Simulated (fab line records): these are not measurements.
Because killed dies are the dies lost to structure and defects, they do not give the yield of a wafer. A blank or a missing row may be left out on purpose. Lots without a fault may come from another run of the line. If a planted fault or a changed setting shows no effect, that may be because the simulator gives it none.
fab line records    flow sky130    part 2 of 2: steps 43 to 43 of 43
[record] lots = 6  wafers = 18  lastDay = 50
route steps=708 shown METAL2@491 VIA2@507 METAL3@532 PAD_OPEN@708
lots with no fault: from the same line, run without faults
startH: hours from the record's first day to the start of the lot's first wafer shown    waitH: hours since the lot's step before    " repeats the value in the row above    L1.1+2: a single row standing in for several wafers    - no value, or no start given    * or withheld: withheld    < > ~ a bound
route shown NAME@n: NAME is a module with steps in the file, n the number in the route of the first one    usual: average and standard deviation across the fault-free wafers    same: alike in all rows    chamber/n: place in a boat    sites: readings site by site    _std_site: standard deviation across them    _edge_site: inner sites' mean taken away from outer sites' mean    radiusMm: how far each site lies from the wafer's centre    mask NAME#n: copy n    behind: the most recent tool/chamber to have shaped the wafer    hold: cause of the lot's hold/its duration in hours/its outcome    device: which transistor (n, p or np) failed to switch    end of line: tests of these same wafers at the route's end    a step without rows: its recipe alone    killed: dies lost to structure and defects at the first sort, not the wafer's yield    map: a wafer's dies, x killed, . not, _ none there
set.NAME: the setting that was run; set.NAME@STEP: the one run at that earlier step    model.NAME: the simulator's own value behind a step, which no gauge read
lots seen at some steps along the route; tables by step, rows by wafer
services: from which hour (startH, from the record's first day; less than 0 if before it) a tool's chamber was out of use, for how many hours, and why
[[steps]]
[step SKY_PAD_OPEN_PROBE_99]
[usual] defectLimitedYield = 82.3/1.7  killed_at_M0_to_M3 = 43/6.8  killed_at_M4_up = 3.3/1.8  killedAtContacts = 25/5.9  killedAtFrontEnd = 16/4.2  killedAtOther = 0.3/0.69  killedDies = 87/8.6  killedOnRim = 17/3.6  killedOpen = 48/6.3  killedShort = 39/5.3  sort_bin_3_pad_short = 0.9/0.38  sort_bin_5_function = 10.5/1.4  sort_bin_6_memory = 6.4/1.1  sortNPass = 405/8.6  sortYieldPct = 82.3/1.7
[same] grossDies = 492  killedAtBackSide = 0  sort_bin_4_leakage[%] = 0  sort_bin_8_speed[%] = 0
lot.wafer  tool       chamber  startH   waitH  defectLimitedYield[%]  killed_at_M0_to_M3  killed_at_M4_up  killedAtContacts  killedAtFrontEnd  killedAtOther  killedDies  killedOnRim  killedOpen  killedShort  sort_bin_3_pad_short[%]  sort_bin_5_function[%]  sort_bin_6_memory[%]  sortNPass  sortYieldPct[%]  model.etest.tester.sortNPass  model.etest.tester.sortYieldPct  model.etest.tester.sort_bin_5_pct  model.etest.tester.sort_bin_3_pct
L244.2     prober-01  -        1095.49  0.1    82.1                   52                  1                19                16                0              88          9            52          36           1.0                      11.8                    5.1                   404        82.1             404                           82.11                            11.79                              1.016
L244.3     prober-01  -        1095.54  0.2    80.7                   49                  4                30                12                0              95          15           53          42           0.6                      11.2                    7.5                   397        80.7             397                           80.69                            11.18                              0.6098
L244.6     prober-01  -        1095.69  0.2    83.5                   41                  0                26                14                0              81          22           47          34           1.2                      9.3                     5.9                   411        83.5             411                           83.54                            9.35                               1.22
L250.3     prober-02  -        1124.64  0.2    71.3                   97                  1                26                17                0              141         27           51          34           4.7                      16.7                    7.3                   351        71.3             351                           71.34                            16.67                              4.675
L250.4     prober-02  -        1124.69  0.2    81.3                   42                  6                28                16                0              92          18           52          40           1.4                      10.8                    6.5                   400        81.3             400                           81.3                             10.77                              1.423
L250.5     prober-02  -        1124.74  0.2    71.5                   90                  4                33                11                2              140         33           48          39           6.1                      14.6                    7.7                   352        71.5             352                           71.54                            14.63                              6.098
L251.2     prober-01  -        1134.94  0.1    75.2                   92                  4                16                10                0              122         28           42          25           4.7                      13.6                    6.5                   370        75.2             370                           75.2                             13.62                              4.675
L251.4     prober-01  -        1135.04  0.2    80.5                   45                  2                39                9                 1              96          14           52          44           1.6                      11.4                    6.5                   396        80.5             396                           80.49                            11.38                              1.626
L251.5     prober-01  -        1135.09  0.2    80.3                   50                  5                26                16                0              97          21           59          38           0.4                      12.2                    7.1                   395        80.3             395                           80.28                            12.2                               0.4065
L260.2     prober-02  -        1188.99  0.1    83.9                   41                  2                19                17                0              79          13           46          33           0.8                      10.8                    4.5                   413        83.9             413                           83.94                            10.77                              0.813
L260.5     prober-02  -        1189.14  0.2    82.9                   42                  6                22                14                0              84          16           48          35           1.4                      10.2                    5.5                   408        82.9             408                           82.93                            10.16                              1.423
L260.6     prober-02  -        1189.19  0.2    82.3                   52                  6                19                10                0              87          17           49          38           0.4                      12.0                    5.3                   405        82.3             405                           82.32                            11.99                              0.4065
L262.1     prober-01  -        1191.94  0.1    81.5                   52                  2                26                11                0              91          18           53          38           1.4                      8.3                     8.7                   401        81.5             401                           81.5                             8.333                              1.423
L262.2     prober-01  -        1191.99  0.1    82.9                   48                  4                12                20                0              84          18           42          42           0.4                      11.0                    5.7                   408        82.9             408                           82.93                            10.98                              0.4065
L262.3     prober-01  -        1192.04  0.2    80.9                   51                  4                20                19                0              94          17           52          42           0.8                      12.8                    5.5                   398        80.9             398                           80.89                            12.8                               0.813
L263.4     prober-02  -        1192.09  0.2    83.5                   29                  4                35                13                0              81          16           43          37           0.4                      10.4                    5.7                   411        83.5             411                           83.54                            10.37                              0.4065
L263.5     prober-02  -        1192.14  0.2    86.2                   28                  3                23                14                0              68          16           32          35           0.4                      7.7                     5.7                   424        86.2             424                           86.18                            7.724                              0.4065
L263.6     prober-02  -        1192.19  0.2    80.9                   47                  5                20                22                0              94          20           42          52           1.0                      11.8                    6.3                   398        80.9             398                           80.89                            11.79                              1.016
// killed by level:class
L244.2 VIA1:geometricParticle:open=12 METAL1:geometricParticle:short=10 VIA3:geometricParticle:open=9 VIA2:geometricParticle:open=8 LOCAL_INTERCONNECT:geometricParticle:short=6 METAL2:geometricParticle:short=6 LI_CONTACT:geometricParticle:open=5 POLY_GATE:geometricParticle:open=5
L244.3 LI_CONTACT:geometricParticle:open=11 VIA2:geometricParticle:open=9 VIA3:geometricParticle:open=9 LOCAL_INTERCONNECT:geometricParticle:short=8 METAL1:geometricParticle:short=8 VIA1:geometricParticle:open=7 CONTACT:geometricParticle:open=7 POLY_GATE:geometricParticle:short=6
L244.6 CONTACT:geometricParticle:open=10 VIA1:geometricParticle:open=7 LI_CONTACT:geometricParticle:open=7 VIA3:geometricParticle:open=7 METAL2:geometricParticle:short=6 LOCAL_INTERCONNECT:geometricParticle:short=5 POLY_GATE:geometricParticle:open=4 METAL1:geometricParticle:short=4
L250.3 METAL2:unspecified=56 CONTACT:geometricParticle:open=14 VIA2:geometricParticle:open=10 VIA1:geometricParticle:open=10 METAL2:geometricParticle:short=6 VIA1:geometricParticle:short=5 POLY_GATE:geometricParticle:open=5 LI_CONTACT:geometricParticle:open=5
L250.4 CONTACT:geometricParticle:open=12 VIA2:geometricParticle:open=12 VIA1:geometricParticle:open=10 LI_CONTACT:geometricParticle:open=8 METAL1:geometricParticle:short=6 METAL4:geometricParticle:short=6 POLY_GATE:geometricParticle:short=5 POLY_GATE:geometricParticle:open=4
L250.5 METAL2:unspecified=52 VIA1:geometricParticle:open=13 CONTACT:geometricParticle:open=12 CONTACT:geometricParticle:short=10 LI_CONTACT:geometricParticle:open=9 VIA2:geometricParticle:open=6 VIA3:geometricParticle:short=5 VIA1:geometricParticle:short=4
L251.2 METAL2:unspecified=55 VIA1:geometricParticle:open=10 LI_CONTACT:geometricParticle:open=7 VIA2:geometricParticle:open=7 CONTACT:geometricParticle:open=5 METAL2:geometricParticle:short=5 VIA1:geometricParticle:short=4 VIA3:geometricParticle:open=4
L251.4 VIA1:geometricParticle:open=11 CONTACT:geometricParticle:short=10 CONTACT:geometricParticle:open=10 VIA3:geometricParticle:open=10 VIA2:geometricParticle:open=7 LI_CONTACT:geometricParticle:open=6 LOCAL_INTERCONNECT:geometricParticle:short=6 METAL1:geometricParticle:short=6
L251.5 VIA1:geometricParticle:open=14 LI_CONTACT:geometricParticle:open=9 CONTACT:geometricParticle:open=8 VIA2:geometricParticle:open=8 CONTACT:geometricParticle:short=6 METAL2:geometricParticle:short=6 METAL1:geometricParticle:short=5 METAL2:geometricParticle:open=5
L260.2 VIA1:geometricParticle:open=8 CONTACT:geometricParticle:open=8 VIA2:geometricParticle:open=7 FIELD_ISO:geometricParticle:open=6 LI_CONTACT:geometricParticle:open=5 METAL2:geometricParticle:short=5 VIA3:geometricParticle:open=5 VIA3:geometricParticle:short=5
L260.5 CONTACT:geometricParticle:open=9 VIA1:geometricParticle:open=9 VIA3:geometricParticle:open=8 LI_CONTACT:geometricParticle:open=6 FIELD_ISO:geometricParticle:open=5 POLY_GATE:geometricParticle:short=5 METAL4:geometricParticle:short=5 METAL2:geometricParticle:short=4
L260.6 VIA1:geometricParticle:open=13 LI_CONTACT:geometricParticle:open=10 VIA3:geometricParticle:open=8 VIA3:geometricParticle:short=7 METAL2:geometricParticle:short=5 VIA2:geometricParticle:open=5 METAL1:geometricParticle:short=4 VIA1:geometricParticle:short=4
L262.1 VIA2:geometricParticle:open=15 CONTACT:geometricParticle:open=8 LI_CONTACT:geometricParticle:open=7 METAL1:geometricParticle:short=7 VIA1:geometricParticle:open=6 VIA1:geometricParticle:short=6 FIELD_ISO:geometricParticle:open=5 METAL2:geometricParticle:short=5
L262.2 VIA1:geometricParticle:open=13 POLY_GATE:geometricParticle:short=6 VIA1:geometricParticle:short=6 VIA3:geometricParticle:open=6 METAL1:geometricParticle:short=5 POLY_GATE:geometricParticle:open=5 CONTACT:geometricParticle:open=5 METAL2:geometricParticle:short=5
L262.3 VIA1:geometricParticle:open=16 FIELD_ISO:geometricParticle:open=10 CONTACT:geometricParticle:open=8 VIA1:geometricParticle:short=7 METAL3:geometricParticle:short=6 VIA3:geometricParticle:open=6 FIELD_ISO:geometricParticle:short=5 VIA2:geometricParticle:short=5
L263.4 LI_CONTACT:geometricParticle:open=12 CONTACT:geometricParticle:open=10 CONTACT:geometricParticle:short=6 VIA1:geometricParticle:open=6 METAL1:geometricParticle:short=5 FIELD_ISO:geometricParticle:short=3 LOCAL_INTERCONNECT:geometricParticle:short=3 VIA2:geometricParticle:short=3
L263.5 CONTACT:geometricParticle:open=8 CONTACT:geometricParticle:short=7 POLY_GATE:geometricParticle:short=5 VIA2:geometricParticle:open=5 LI_CONTACT:geometricParticle:open=5 METAL1:geometricParticle:short=5 VIA3:geometricParticle:open=5 METAL2:geometricParticle:short=4
L263.6 METAL2:geometricParticle:short=9 VIA1:geometricParticle:open=8 LOCAL_INTERCONNECT:geometricParticle:short=7 CONTACT:geometricParticle:open=7 FIELD_ISO:geometricParticle:short=6 POLY_GATE:geometricParticle:short=6 VIA3:geometricParticle:open=6 POLY_GATE:geometricParticle:open=5
// map L250.3 (x killed, . not)
__________......x..._________
________....x..x......_______
______....xxx..........._____
_____.....x....x.........____
____...x...x.....x..x....x___
___........x.x...x..x.....x__
__..x...xxx.xxx....xxxx....._
_..x.x......x..x.....x......x
_..x..xx.................x.x.
_.xxxxxxxx..x..x.......x....x
_xxxxxxxx.....x...xx.......x.
_xxxxxxxxx....x..............
_xxxxxxxx.xx.........x......x
_xxxxxxxxx.....x.x...x.......
_xxxxxxx..x..........x...x...
__xxxxx..x............x....x_
___x.xx.x.......x.......x.x__
____xxx.xx......x.......x.___
_____.x...........x....xx____
______...x....x........x_____
________...x.......xx._______
__________.........x_________
// map L251.2 (x killed, . not)
__________..x.....x._________
________......x..xx.x._______
______x..x......x.....x._____
_____.x...x..............____
____..x..................x___
___.....x............x.....__
__...x.x........x...x.x....._
_......x.x..x............x...
_x..xx.x..x......x..x......x.
_xxxxx..xx......x......x.....
_xxxxxxxxx........x.......x..
_xxxxxxxx...................x
_xxxxxxxx...x................
_xxxxxxxx.........x.x........
_xxxxxxxx...x..........x....x
__xxxxxx.x..x...........x..._
___xx.....x...x....xx......__
____xxx.x...x.............___
_____.......x.........x..____
______x............x.xx._____
________......x..x...._______
__________..x.x....._________
[[services]]
tool            chamber  startH  hours  kind
cvdW-01         1        826.42  79.5   repair
cvdW-01         -        831.00  28.1   pm
rieDiel-04      2        835.31  5.4    repair
rieDiel-02      2        854.72  8.8    repair
plasmaAsher-04  -        855.31  5.0    repair
plasmaAsher-01  -        858.51  0.8    repair
plasmaAsher-01  -        866.78  2.3    repair
rieDiel-02      -        871.26  2.8    pm
cvdW-01         0        887.15  1.5    repair
rieMetal-04     -        888.36  0.8    repair
rieDiel-01      -        888.69  14.6   pm
rieDiel-02      1        892.19  8.5    repair
cvdW-02         -        904.00  14.0   pm
rieDiel-01      3        910.61  9.8    repair
rieDiel-01      1        918.44  27.8   repair
rieDiel-04      -        940.99  1.1    repair
rieDiel-01      2        949.64  21.7   repair
plasmaAsher-02  -        949.92  2.8    pm
plasmaAsher-01  -        951.16  2.2    repair
rieDiel-04      1        951.36  3.5    repair
rieDiel-01      1        957.21  3.2    repair
cvdW-02         -        960.49  0.5    repair
plasmaAsher-03  -        981.30  34.6   repair
rieMetal-02     -        988.15  0.1    repair
[[key]]
[firstSign] step = SKY_PAD_OPEN_PROBE_99  reading = sort_bin_3_pad_short  direction = up  sigmas = 11  usual = 0.9  struck = 5.1
[effect] step = SKY_PAD_OPEN_PROBE_99  reading = killed_at_M0_to_M3  direction = up  sigmas = 7.3  usual = 43  struck = 93
[modelEffect] step = SKY_PAD_OPEN_PROBE_99  value = etest.tester.sortNPass  without = 403.7  struck = 357.7
metAt SKY_METAL2_STRIP_20
struckWafers L250.3,L250.5,L251.2
[fault] kind = chamberParticleSource  tool = plasmaAsher-03  chamber = 1  onsetH = 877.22  steps = SKY_METAL2_STRIP_20  ratePerVisitCm2 = 1.8203  endH = 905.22
